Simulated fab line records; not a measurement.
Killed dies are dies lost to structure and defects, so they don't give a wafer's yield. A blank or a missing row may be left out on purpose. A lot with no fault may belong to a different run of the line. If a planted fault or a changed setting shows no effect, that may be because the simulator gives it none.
Which of the tools did it? -- flow gf180mcu -- 33 wafers from 11 lots sampled at 3 of the route's 602 steps

## WHAT EACH GAUGE READ, for each wafer
GF_MIM_RS_MEAS_10: measures by four-point-probe.
lot,measured,on,MIM_ALCU_RS (ohm/sq)
L990,day 25 13:02,filmMetro-04,0.1603 0.1654 0.1620
L992,day 26 00:54,filmMetro-03,0.1635 0.1591 0.1604
L993,day 26 19:45,filmMetro-04,0.1630 0.1626 0.1595
L994,day 26 23:14,filmMetro-01,0.1630 0.1612 0.1640
L995,day 27 04:29,filmMetro-01,0.1634 0.1629 0.1609
L997,day 27 20:35,filmMetro-04,0.1615 0.1580 0.1615
L998,day 28 02:04,filmMetro-04,0.2337 0.1614 0.1613
L999,day 28 07:29,filmMetro-03,0.2354 0.1611 0.1614
L105,day 30 00:49,filmMetro-01,0.1585 0.1551 0.1558
L107,day 30 15:52,filmMetro-01,0.1614 0.1588 0.1582
L109,day 31 04:43,filmMetro-03,0.1621 0.1624 0.1615

## EACH LOT AND THE TOOL THAT RAN IT (in order: tool; ch and the chambers of the sampled wafers; start)
lot,GF_V4_SPUTTER_22,GF_MIM_SPUTTER_08
L990,"pvdSputter-03, day 25 11:58","pvdSputter-03, day 25 12:58"
L992,"pvdSputter-01, day 25 23:49","pvdSputter-04, day 26 00:49"
L993,"pvdSputter-01, day 26 18:43","pvdSputter-03, day 26 19:41"
L994,"pvdSputter-03, day 26 22:11","pvdSputter-03, day 26 23:11"
L995,"pvdSputter-03, day 27 03:26","pvdSputter-04, day 27 04:25"
L997,"pvdSputter-01, day 27 19:32","pvdSputter-03, day 27 20:31"
L998,"pvdSputter-01, day 28 00:59","pvdSputter-04, day 28 01:59"
L999,"pvdSputter-02, day 28 06:24","pvdSputter-04, day 28 07:23"
L105,"pvdSputter-01, day 29 23:46","pvdSputter-01, day 30 00:45"
L107,"pvdSputter-01, day 30 14:50","pvdSputter-03, day 30 15:49"
L109,"pvdSputter-02, day 31 00:02","pvdSputter-01, day 31 04:38"
- GF_V4_SPUTTER_22: material TiN, target thk 10 nm, time 40 s.
- GF_MIM_SPUTTER_08: material AlCu, target thk 200 nm, time 10.6 s.

## THE ANSWER, worked out from the rows above alone
Rule: usual is defined by the lots themselves. The widest of any qualifying gaps counts: lots, ordered by their means at a reading, are off when they make up no more than a third of the lots, leave a main group of 4 or more, and stand apart from it by 3 or more times the standard deviation of that group's means. The tables above print the reading to a certain number of digits; a main group whose means all agree to those digits is not used. A lot without any number at a reading at which 4 lots or more have one is off too. The other lots that the step has rows for count as sound.
Off: L998, L999, seen at GF_MIM_RS_MEAS_10 (MIM_ALCU_RS). Mean 0.1610 ohm/sq and standard deviation 0.0019 in the main group.
A tool fits if, at a process step before that reading, it ran every lot that is off, and no sound lot after the first of them. Those tools and the gauges at GF_MIM_RS_MEAS_10 are tried in the same way. One fits: pvdSputter-04 at GF_MIM_SPUTTER_08. Its last sound lot is L995 (day 27 04:25), its first lot that is off L998 (day 28 01:59): a fault that began between those two fits.

## WHAT WAS PUT IN BY THE SIMULATOR
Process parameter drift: pvdSputter-04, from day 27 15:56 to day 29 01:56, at GF_MIM_SPUTTER_08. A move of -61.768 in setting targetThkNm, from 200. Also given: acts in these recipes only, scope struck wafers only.
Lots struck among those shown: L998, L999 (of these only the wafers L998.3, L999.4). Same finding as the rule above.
